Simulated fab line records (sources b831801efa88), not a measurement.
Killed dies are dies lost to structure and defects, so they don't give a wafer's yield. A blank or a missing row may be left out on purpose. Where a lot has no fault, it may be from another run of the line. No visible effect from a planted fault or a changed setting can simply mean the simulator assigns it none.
fab line records ; flow sky130
record: lots: 6; wafers: 18; lastDay: 50
route steps=708 shown LI_CONTACT@371 PAD_OPEN@708
lots untouched by any fault: they come from a run of this same line in which no faults occurred
startH: hours from the record's first day to the start of the lot's first wafer shown ; waitH: how many hours have passed since the lot's step before this one ; " unchanged from the row above ; L1.1+2: a row that stands for several wafers ; - no value present, or no start provided ; * or withheld: withheld ; < > ~ a bound
route shown NAME@n: NAME is a module with steps in the file, n the number in the route of the first one ; usual: the fault-free wafers' mean and standard deviation ; same: alike in all rows ; chamber/n: place in a boat ; sites: readings site by site ; _std_site: the standard deviation of these ; _edge_site: mean of outer sites minus mean of inner sites ; radiusMm: for every site, how far away it sits from the centre of the wafer ; mask NAME#n: copy n ; behind: the last tool/chamber to shape the wafer ; hold: why the lot was held/for how many hours/how that ended ; device: whichever transistor did not switch (one of n, p or np) ; end of line: the tests these same wafers got at the end of their route ; where a step has no rows: the recipe by itself ; killed: count of dies lost to structure and defects at first sort (not the wafer's yield) ; map: shows each die of a wafer: x if killed, . if not, _ if none is there
set.NAME: the run value of the setting; set.NAME@STEP: its run value at that earlier step ; model.NAME: the simulator's own value behind a step, which no gauge read
lots at selected steps of the route; one table per step, one row per wafer
services: from which hour (startH, from the record's first day; less than 0 if before it) a tool's chamber was out of use, for how many hours, and why
== steps ==
step: SKY_LI_CONTACT_EXPOSE_09
recipe: maskId: LICM1; na: 0.8; sourceShape: annular; sigmaInner: 0.55; sigmaOuter: 0.85; targetCdNm: 170; doseMj: 38
step: SKY_LI_CONTACT_PEB_10
recipe: pebTempC: withheld; pebTimeS: withheld; resist: KrF-thick
step: SKY_LI_CONTACT_DEVELOP_11
recipe: developTimeS: 60; resist: KrF-thick; devTempC: 21
step: SKY_LI_CONTACT_CD_MEAS_12
recipe: targetCdNm: 170
usual: cdNm: 170.3/1.3
lot.wafer;tool;chamber;startH;waitH;cdNm
L757.3;cdSem-02;-;674.81;-;171.1
L757.4;cdSem-02;-;674.81;-;170.0
L757.6;cdSem-02;-;674.81;-;170.8
L766.1;cdSem-02;-;747.55;-;169.6
L766.4;cdSem-02;-;747.55;-;169.9
L766.6;cdSem-02;-;747.55;-;170.2
L767.1;cdSem-02;-;758.31;-;168.9
L767.3;cdSem-02;-;758.31;-;170.4
L767.5;cdSem-02;-;758.31;-;170.3
L775.2;cdSem-02;-;813.26;-;168.4
L775.3;cdSem-02;-;813.26;-;166.8
L775.6;cdSem-02;-;813.26;-;168.3
L776.3;cdSem-02;-;824.36;-;170.7
L776.5;cdSem-02;-;824.36;-;169.9
L776.6;cdSem-02;-;824.36;-;170.1
L778.1;cdSem-02;-;844.22;-;170.9
L778.5;cdSem-02;-;844.22;-;170.5
L778.6;cdSem-02;-;844.22;-;172.5
step: SKY_LI_CONTACT_OVL_MEAS_13
usual: LI_CONTACT_OVL: 3/5.3
lot.wafer;tool;chamber;startH;waitH;LI_CONTACT_OVL[nm]
L757.3;overlay-02;-;674.90;0.1;0
L757.4;overlay-02;-;674.90;0.1;14
L757.6;overlay-02;-;674.90;0.1;5
L766.1;overlay-01;-;747.67;0.1;12
L766.4;overlay-01;-;747.67;0.1;5
L766.6;overlay-01;-;747.67;0.1;10
L767.1;overlay-02;-;758.43;0.1;-2
L767.3;overlay-02;-;758.43;0.1;-4
L767.5;overlay-02;-;758.43;0.1;1
L775.2;overlay-01;-;813.36;0.1;-1
L775.3;overlay-01;-;813.36;0.1;3
L775.6;overlay-01;-;813.36;0.1;0
L776.3;overlay-02;-;824.45;0.1;10
L776.5;overlay-02;-;824.45;0.1;6
L776.6;overlay-02;-;824.45;0.1;18
L778.1;overlay-01;-;844.34;0.1;12
L778.5;overlay-01;-;844.34;0.1;11
L778.6;overlay-01;-;844.34;0.1;9
step: SKY_LI_CONTACT_ETCH_14
recipe: chemistry: N2/H2; target: BARC; ionEnergyEv: 200; sourceW: 500; biasW: 100; pressureMtorr: 30; n2FlowSccm: 100; h2FlowSccm: 200; stopOn: SiO2; timeS: 45.9; targetDepthA: 600
usual: drypumpMotorCurrentA: 5.6/0.47; oesProductAu: 0.855/0.0048; throttleValvePct: 13.225/0.0094
lot.wafer;tool;chamber;startH;waitH;drypumpMotorCurrentA;oesProductAu;rfHoursCounterH;throttleValvePct
L757.3;rieDiel-03;2;674.93;0.0;5.9;0.858;39;13.245
L757.4;rieDiel-03;3;674.93;0.0;5.5;0.850;12;13.229
L757.6;rieDiel-03;1;674.93;0.0;4.9;0.859;-;13.241
L766.1;rieDiel-03;1;747.70;0.0;4.9;0.864;3;13.224
L766.4;rieDiel-03;0;747.70;0.0;5.9;0.852;6;13.229
L766.6;rieDiel-03;2;747.70;0.0;5.9;0.855;-;13.229
L767.1;rieDiel-03;2;758.47;0.0;5.9;0.848;41;13.226
L767.3;rieDiel-03;0;758.47;0.0;5.9;0.857;6;13.226
L767.5;rieDiel-03;0;758.47;0.0;6.0;0.861;-;13.236
L775.2;rieDiel-04;1;813.39;0.0;5.0;0.856;21;13.227
L775.3;rieDiel-04;3;813.39;0.0;5.9;0.859;10;13.244
L775.6;rieDiel-04;0;813.39;0.0;6.0;0.856;-;13.227
L776.3;rieDiel-04;3;824.47;0.0;5.9;0.860;10;13.214
L776.5;rieDiel-04;1;824.47;0.0;5.0;0.860;-;13.232
L776.6;rieDiel-04;2;824.47;0.0;6.2;0.861;-;13.218
L778.1;rieDiel-03;2;844.37;0.0;5.9;0.853;1;13.221
L778.5;rieDiel-03;1;844.37;0.0;4.9;0.854;-;13.227
L778.6;rieDiel-03;2;844.37;0.0;5.9;0.856;-;13.221
step: SKY_LI_CONTACT_ETCH_15
recipe: target: PSG; chemistry: C4F8/O2/Ar; stopOn: Si; taperDeg: 4.15; maskMaterial: KrF-thick; sourceW: 1500; biasW: 1200; pressureMtorr: 40; c4f8FlowSccm: withheld; O2_flow_sccm: 6; Ar_flow_sccm: 300; timeS: withheld; targetDepthA: 6000
usual: oesProductAu: 0.837/0.0044
lot.wafer;tool;chamber;startH;waitH;oesProductAu
L757.3;rieDiel-03;2;674.97;0.0;0.840
L757.4;rieDiel-03;3;674.97;0.0;0.839
L757.6;rieDiel-03;1;674.97;0.0;0.837
L766.1;rieDiel-03;1;747.75;0.0;0.841
L766.4;rieDiel-03;0;747.75;0.0;0.836
L766.6;rieDiel-03;2;747.75;0.0;0.834
L767.1;rieDiel-03;2;758.51;0.0;0.833
L767.3;rieDiel-03;0;758.51;0.0;0.844
L767.5;rieDiel-03;0;758.51;0.0;0.830
L775.2;rieDiel-04;1;813.44;0.0;0.839
L775.3;rieDiel-04;3;813.44;0.0;0.835
L775.6;rieDiel-04;0;813.44;0.0;0.839
L776.3;rieDiel-04;3;824.51;0.0;0.829
L776.5;rieDiel-04;1;824.51;0.0;0.839
L776.6;rieDiel-04;2;824.51;0.0;0.841
L778.1;rieDiel-03;2;844.41;0.0;0.842
L778.5;rieDiel-03;1;844.41;0.0;0.833
L778.6;rieDiel-03;2;844.41;0.0;0.833
step: SKY_LI_CONTACT_STRIP_16
recipe: chemistry: O2/N2; powerW: 1400; pressureMtorr: 1500; platenTempC: withheld; o2FlowSccm: 3000; n2FlowSccm: 300; overashFraction: 0.5
usual: drypumpMotorCurrentA: 5.7/0.47; oesProductAu: 0.376/0.0052; stripTimeToEndpointS: 3.51/0.042
lot.wafer;tool;chamber;startH;waitH;drypumpMotorCurrentA;oesProductAu;rfHoursCounterH;stripTimeToEndpointS
L757.3;plasmaAsher-01;1;675.09;-;5.6;0.372;-;3.52
L757.4;plasmaAsher-01;0;675.09;-;5.7;0.382;-;3.59
L757.6;plasmaAsher-01;1;675.09;-;5.6;0.379;-;3.54
L766.1;plasmaAsher-01;1;747.83;-;5.7;0.383;0;3.52
L766.4;plasmaAsher-01;1;747.83;-;5.6;0.375;-;3.52
L766.6;plasmaAsher-01;0;747.83;-;5.6;0.368;-;3.49
L767.1;plasmaAsher-02;1;758.60;-;5.1;0.375;94;3.49
L767.3;plasmaAsher-02;1;758.60;-;5.1;0.373;-;3.51
L767.5;plasmaAsher-02;1;758.60;-;5.1;0.377;-;3.54
L775.2;plasmaAsher-01;0;813.52;-;5.7;0.372;7;3.51
L775.3;plasmaAsher-01;1;813.52;-;5.7;0.383;-;3.56
L775.6;plasmaAsher-01;1;813.52;-;5.7;0.374;-;3.52
L776.3;plasmaAsher-02;0;824.63;-;6.6;0.378;-;3.55
L776.5;plasmaAsher-02;0;824.63;-;6.7;0.372;-;3.50
L776.6;plasmaAsher-02;1;824.63;-;5.1;0.375;-;3.52
L778.1;plasmaAsher-04;1;844.50;-;5.9;0.370;42;3.40
L778.5;plasmaAsher-04;1;844.50;-;5.9;0.381;-;3.50
L778.6;plasmaAsher-04;0;844.50;-;5.6;0.373;-;3.43
step: SKY_LI_CONTACT_CLEAN_17
recipe: chemistry: NMP; timeS: 600; tempC: 60; dry: n2Spin
step: SKY_LI_CONTACT_PRE_CLEAN_18
recipe: gas: Ar; timeS: 5.6; biasV: 358
step: SKY_LI_CONTACT_SPUTTER_19
recipe: material: Ti; targetThkNm: 20; chamberPressurePa: 5; powerW: 2500; substrateTempC: 200; timeS: 106.37
usual: substrateTempC: 200.00/0.15; throttleValvePct: 29.1/1
lot.wafer;tool;chamber;startH;waitH;substrateTempC;throttleValvePct
L757.3;pvdSputter-02;-;675.38;0.0;200.27;28.1
L757.4;pvdSputter-02;-;675.38;0.0;200.09;29.8
L757.6;pvdSputter-02;-;675.38;0.0;200.50;29.7
L766.1;pvdSputter-04;-;748.16;0.0;200.04;30.2
L766.4;pvdSputter-04;-;748.16;0.0;199.78;31.0
L766.6;pvdSputter-04;-;748.16;0.0;199.76;30.4
L767.1;pvdSputter-04;-;758.89;0.0;200.18;27.5
L767.3;pvdSputter-04;-;758.89;0.0;200.16;30.4
L767.5;pvdSputter-04;-;758.89;0.0;200.12;30.4
L775.2;pvdSputter-02;-;813.82;0.0;199.91;29.4
L775.3;pvdSputter-02;-;813.82;0.0;200.12;29.7
L775.6;pvdSputter-02;-;813.82;0.0;199.89;29.0
L776.3;pvdSputter-02;-;824.91;0.0;200.02;29.3
L776.5;pvdSputter-02;-;824.91;0.0;199.90;29.7
L776.6;pvdSputter-02;-;824.91;0.0;199.96;29.5
L778.1;pvdSputter-01;-;844.81;0.0;200.02;28.5
L778.5;pvdSputter-01;-;844.81;0.0;199.88;29.3
L778.6;pvdSputter-01;-;844.81;0.0;200.02;28.3
step: SKY_LI_CONTACT_SPUTTER_20
recipe: material: TiN; targetThkNm: 20; chamberPressurePa: 5; powerW: 4000; timeS: 80
usual: throttleValvePct: 29.1/1
lot.wafer;tool;chamber;startH;waitH;throttleValvePct
L757.3;pvdSputter-02;-;675.46;0.0;27.8
L757.4;pvdSputter-02;-;675.46;0.0;29.5
L757.6;pvdSputter-02;-;675.46;0.0;29.5
L766.1;pvdSputter-04;-;748.24;0.0;30.5
L766.4;pvdSputter-04;-;748.24;0.0;31.3
L766.6;pvdSputter-04;-;748.24;0.0;30.7
L767.1;pvdSputter-04;-;758.97;0.0;27.4
L767.3;pvdSputter-04;-;758.97;0.0;30.5
L767.5;pvdSputter-04;-;758.97;0.0;30.5
L775.2;pvdSputter-02;-;813.89;0.0;29.5
L775.3;pvdSputter-02;-;813.89;0.0;29.9
L775.6;pvdSputter-02;-;813.89;0.0;28.8
L776.3;pvdSputter-02;-;824.99;0.0;29.1
L776.5;pvdSputter-02;-;824.99;0.0;29.7
L776.6;pvdSputter-02;-;824.99;0.0;29.3
L778.1;pvdSputter-01;-;844.89;0.0;28.7
L778.5;pvdSputter-01;-;844.89;0.0;29.2
L778.6;pvdSputter-01;-;844.89;0.0;28.4
step: SKY_LI_CONTACT_CVD_21
recipe: material: W; targetThkNm: 400; timeS: 120.56; tempC: 400; pressureTorr: 40
usual: heaterPowerW: 809/56
lot.wafer;tool;chamber;startH;waitH;heaterPowerW;model.W_of_LI_CONTACT_CVD_21.thkNm
L757.3;cvdW-01;1;675.56;0.1;799;396.5
L757.4;cvdW-01;0;675.56;0.1;757;405.4
L757.6;cvdW-01;0;675.56;0.1;739;406.4
L766.1;cvdW-02;1;748.30;0.0;899;402.2
L766.4;cvdW-02;1;748.30;0.0;892;399.4
L766.6;cvdW-02;1;748.30;0.0;884;409.3
L767.1;cvdW-02;1;759.03;0.0;902;394.9
L767.3;cvdW-02;1;759.03;0.0;871;396
L767.5;cvdW-02;0;759.03;0.0;769;404.8
L775.2;cvdW-01;0;813.95;0.0;754;409.7
L775.3;cvdW-01;0;813.95;0.0;763;409.7
L775.6;cvdW-01;1;813.95;0.0;790;406.4
L776.3;cvdW-01;0;825.09;0.1;765;409.3
L776.5;cvdW-01;0;825.09;0.1;787;411.8
L776.6;cvdW-01;1;825.09;0.1;791;406.2
L778.1;cvdW-02;0;844.95;0.0;758;399.1
L778.5;cvdW-02;1;844.95;0.0;911;401
L778.6;cvdW-02;0;844.95;0.0;785;399.8
step: SKY_LI_CONTACT_RS_MEAS_22
recipe: thkMeasGauge: four-point-probe; reads: W_of_LI_CONTACT_CVD_21+TiN_of_LI_CONTACT_SPUTTER_20+Ti_of_LI_CONTACT_SPUTTER_19
usual: LI_CONTACT_W_RS: 0.284/0.0038
lot.wafer;tool;chamber;startH;waitH;LI_CONTACT_W_RS[ohm/sq]
L757.3;filmMetro-04;-;675.69;0.1;0.287
L757.4;filmMetro-04;-;675.69;0.1;0.281
L757.6;filmMetro-04;-;675.69;0.1;0.280
L766.1;filmMetro-04;-;748.42;0.1;0.284
L766.4;filmMetro-04;-;748.42;0.1;0.285
L766.6;filmMetro-04;-;748.42;0.1;0.278
L767.1;filmMetro-04;-;759.16;0.1;0.288
L767.3;filmMetro-04;-;759.16;0.1;0.288
L767.5;filmMetro-04;-;759.16;0.1;0.282
L775.2;filmMetro-02;-;814.10;0.1;0.278
L775.3;filmMetro-02;-;814.10;0.1;0.278
L775.6;filmMetro-02;-;814.10;0.1;0.280
L776.3;filmMetro-04;-;825.21;0.1;0.279
L776.5;filmMetro-04;-;825.21;0.1;0.277
L776.6;filmMetro-04;-;825.21;0.1;0.281
L778.1;filmMetro-01;-;845.07;0.1;0.286
L778.5;filmMetro-01;-;845.07;0.1;0.285
L778.6;filmMetro-01;-;845.07;0.1;0.285
step: SKY_PAD_OPEN_PROBE_99
usual: killed_at_M0_to_M3: 43/7.3; killed_at_M4_up: 3.1/1.7; killedAtContacts: 25/5.3; killedAtFrontEnd: 14/4.1; killedAtOther: 0.3/0.56; killedDies: 85/9.4; killedOpen: 46/7.4; killedShort: 38/5.8
same: grossDies: 492; killedAtBackSide: 0
lot.wafer;tool;chamber;startH;waitH;killed_at_M0_to_M3;killed_at_M4_up;killedAtContacts;killedAtFrontEnd;killedAtOther;killedDies;killedOpen;killedShort
L757.3;prober-02;-;1076.73;0.2;63;5;20;10;0;98;61;37
L757.4;prober-02;-;1076.78;0.2;33;3;27;9;2;74;39;34
L757.6;prober-02;-;1076.88;0.2;46;4;16;8;0;74;41;33
L766.1;prober-02;-;1131.04;0.1;41;2;27;10;0;80;37;43
L766.4;prober-02;-;1131.19;0.2;49;6;17;12;0;84;40;44
L766.6;prober-02;-;1131.29;0.2;43;1;27;8;0;79;46;33
L767.1;prober-01;-;1138.61;0.1;40;1;23;13;1;78;44;33
L767.3;prober-01;-;1138.71;0.2;54;4;32;14;1;105;62;42
L767.5;prober-01;-;1138.81;0.2;42;1;30;19;0;92;53;37
L775.2;prober-01;-;1176.14;0.1;50;1;27;23;1;102;52;50
L775.3;prober-01;-;1176.19;0.2;44;5;32;14;0;95;47;47
L775.6;prober-01;-;1176.34;0.2;41;5;30;20;0;96;56;40
L776.3;prober-02;-;1181.58;0.2;46;0;29;17;0;92;57;35
L776.5;prober-02;-;1181.68;0.2;33;3;32;16;0;84;42;42
L776.6;prober-02;-;1181.73;0.2;48;1;36;18;0;103;68;35
L778.1;prober-01;-;1195.64;0.1;54;2;26;19;1;102;59;43
L778.5;prober-01;-;1195.84;0.2;43;3;26;8;0;80;45;35
L778.6;prober-01;-;1195.89;0.2;45;1;15;13;0;74;36;38
killed by level:class
L757.3 VIA1:geometricParticle:open=20 METAL2:geometricParticle:short=9 LI_CONTACT:geometricParticle:open=8 VIA2:geometricParticle:open=8 VIA3:geometricParticle:open=8 LOCAL_INTERCONNECT:geometricParticle:short=4 CONTACT:geometricParticle:open=4 VIA1:geometricParticle:short=4
L757.4 CONTACT:geometricParticle:open=11 LI_CONTACT:geometricParticle:open=6 LOCAL_INTERCONNECT:geometricParticle:short=6 VIA2:geometricParticle:open=5 VIA1:geometricParticle:open=5 METAL2:geometricParticle:short=5 VIA3:geometricParticle:open=5 METAL1:geometricParticle:short=4
L757.6 VIA1:geometricParticle:open=11 VIA3:geometricParticle:open=9 LI_CONTACT:geometricParticle:open=8 VIA1:geometricParticle:short=6 METAL1:geometricParticle:short=5 METAL2:geometricParticle:short=4 VIA2:geometricParticle:open=4 POLY_GATE:geometricParticle:short=3
L766.1 VIA2:geometricParticle:open=10 VIA3:geometricParticle:open=8 LI_CONTACT:geometricParticle:open=6 CONTACT:geometricParticle:open=6 CONTACT:geometricParticle:short=6 METAL1:geometricParticle:short=5 POLY_GATE:geometricParticle:short=4 LI_CONTACT:geometricParticle:short=4
L766.4 METAL1:geometricParticle:short=10 METAL3:geometricParticle:short=6 VIA2:geometricParticle:open=6 VIA3:geometricParticle:open=6 LI_CONTACT:geometricParticle:open=5 CONTACT:geometricParticle:open=5 VIA1:geometricParticle:short=5 VIA1:geometricParticle:open=5
L766.6 METAL1:geometricParticle:short=10 LI_CONTACT:geometricParticle:open=9 CONTACT:geometricParticle:open=7 LOCAL_INTERCONNECT:geometricParticle:short=7 VIA3:geometricParticle:open=7 VIA1:geometricParticle:open=5 VIA2:geometricParticle:open=5 FIELD_ISO:geometricParticle:open=4
L767.1 VIA3:geometricParticle:open=10 CONTACT:geometricParticle:open=8 LI_CONTACT:geometricParticle:open=7 VIA1:geometricParticle:open=6 VIA2:geometricParticle:open=6 VIA1:geometricParticle:short=5 FIELD_ISO:geometricParticle:short=4 POLY_GATE:geometricParticle:open=4
L767.3 CONTACT:geometricParticle:open=13 VIA1:geometricParticle:open=13 VIA3:geometricParticle:open=11 VIA2:geometricParticle:open=9 LI_CONTACT:geometricParticle:open=8 CONTACT:geometricParticle:short=6 VIA1:geometricParticle:short=5 FIELD_ISO:geometricParticle:short=4
L767.5 CONTACT:geometricParticle:open=13 VIA1:geometricParticle:open=11 METAL1:geometricParticle:short=9 FIELD_ISO:geometricParticle:open=7 LI_CONTACT:geometricParticle:open=7 FIELD_ISO:geometricParticle:short=4 LOCAL_INTERCONNECT:geometricParticle:short=4 VIA1:geometricParticle:short=4
L775.2 VIA1:geometricParticle:open=14 POLY_GATE:geometricParticle:short=10 METAL2:geometricParticle:short=10 CONTACT:geometricParticle:open=10 LI_CONTACT:geometricParticle:open=7 FIELD_ISO:geometricParticle:short=6 VIA1:geometricParticle:short=6 VIA3:geometricParticle:open=6
L775.3 CONTACT:geometricParticle:open=10 VIA1:geometricParticle:open=8 POLY_GATE:geometricParticle:short=7 LOCAL_INTERCONNECT:geometricParticle:short=7 VIA3:geometricParticle:open=7 LI_CONTACT:geometricParticle:open=6 METAL2:geometricParticle:short=6 CONTACT:geometricParticle:short=6
L775.6 VIA1:geometricParticle:open=16 CONTACT:geometricParticle:open=16 FIELD_ISO:geometricParticle:short=8 LOCAL_INTERCONNECT:geometricParticle:short=6 VIA3:geometricParticle:open=6 METAL2:geometricParticle:short=6 POLY_GATE:geometricParticle:open=4 VIA2:geometricParticle:open=4
L776.3 VIA2:geometricParticle:open=11 CONTACT:geometricParticle:open=11 VIA3:geometricParticle:open=9 VIA1:geometricParticle:open=8 LI_CONTACT:geometricParticle:open=8 POLY_GATE:geometricParticle:short=7 POLY_GATE:geometricParticle:open=5 METAL1:geometricParticle:short=5
L776.5 CONTACT:geometricParticle:short=9 CONTACT:geometricParticle:open=9 LI_CONTACT:geometricParticle:open=7 VIA3:geometricParticle:open=6 VIA1:geometricParticle:open=6 METAL2:geometricParticle:short=6 FIELD_ISO:geometricParticle:short=4 METAL1:geometricParticle:short=4
L776.6 CONTACT:geometricParticle:open=18 VIA2:geometricParticle:open=13 VIA1:geometricParticle:open=9 LI_CONTACT:geometricParticle:open=8 METAL2:geometricParticle:short=8 FIELD_ISO:geometricParticle:open=7 VIA3:geometricParticle:short=5 METAL1:geometricParticle:short=4
L778.1 VIA1:geometricParticle:open=17 CONTACT:geometricParticle:open=11 LI_CONTACT:geometricParticle:open=8 VIA2:geometricParticle:short=8 FIELD_ISO:geometricParticle:open=7 FIELD_ISO:geometricParticle:short=6 VIA2:geometricParticle:open=6 METAL1:geometricParticle:short=5
L778.5 CONTACT:geometricParticle:open=15 METAL1:geometricParticle:short=8 VIA1:geometricParticle:open=7 METAL2:geometricParticle:short=7 VIA3:geometricParticle:open=6 VIA1:geometricParticle:short=5 LI_CONTACT:geometricParticle:open=4 VIA2:geometricParticle:open=4
L778.6 VIA1:geometricParticle:open=9 METAL1:geometricParticle:short=8 VIA2:geometricParticle:open=7 CONTACT:geometricParticle:open=6 CONTACT:geometricParticle:short=5 VIA3:geometricParticle:short=5 FIELD_ISO:geometricParticle:open=4 METAL2:geometricParticle:short=4
== services ==
tool;chamber;startH;hours;kind
plasmaAsher-01;-;658.80;6.4;repair
rieDiel-04;3;664.65;3.1;repair
pvdSputter-04;-;669.14;3.8;repair
plasmaAsher-04;-;672.88;0.8;repair
cvdW-02;-;676.20;1.2;repair
cvdW-02;-;683.30;6.9;pm
rieDiel-03;-;690.27;0.7;repair
plasmaAsher-02;-;691.11;3.1;repair
rieDiel-04;0;691.83;8.7;repair
pvdSputter-02;-;696.52;2.6;repair
cvdW-01;1;698.93;10.8;repair
pvdSputter-01;-;702.01;3.4;repair
plasmaAsher-02;-;711.83;2.7;repair
plasmaAsher-01;-;733.75;9.0;pm
cvdW-02;-;735.96;1.2;repair
plasmaAsher-02;-;772.49;0.9;repair
rieDiel-04;-;774.05;2.8;pm
plasmaAsher-04;-;775.43;4.1;repair
pvdSputter-01;-;778.26;2.4;repair
rieDiel-03;2;781.63;-;clean
rieDiel-03;2;781.63;24.5;scheduledDown
pvdSputter-02;-;792.97;1.8;repair
plasmaAsher-01;-;826.62;1.2;repair
plasmaAsher-01;-;833.17;0.3;repair
== key ==
firstSign none at tools or gauges
modelEffect: step: SKY_LI_CONTACT_CVD_21; value: W_of_LI_CONTACT_CVD_21.thkNm; without: 398; struck: 407
metAt SKY_LI_CONTACT_CVD_21
struckWafers L766.6,L767.5
testerLeftOut L766,L767
fault: kind: processParameterDrift; tool: cvdW-02; chamber: -; onsetH: 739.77; steps: SKY_LI_CONTACT_CVD_21; channel: targetThkNm; offset: 9.0968; shape: step; endH: 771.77; scope: struckWafersOnly; actsIn: theseRecipesOnly; stated: 400
testerLeftOut: of these lots the tester's yield and bins aren't shown, on N5 and GAA mostly nor the transistor test; their killed dies are dies lost to structure and defects alone, not to doping, threshold or leakage, so they don't give the yield
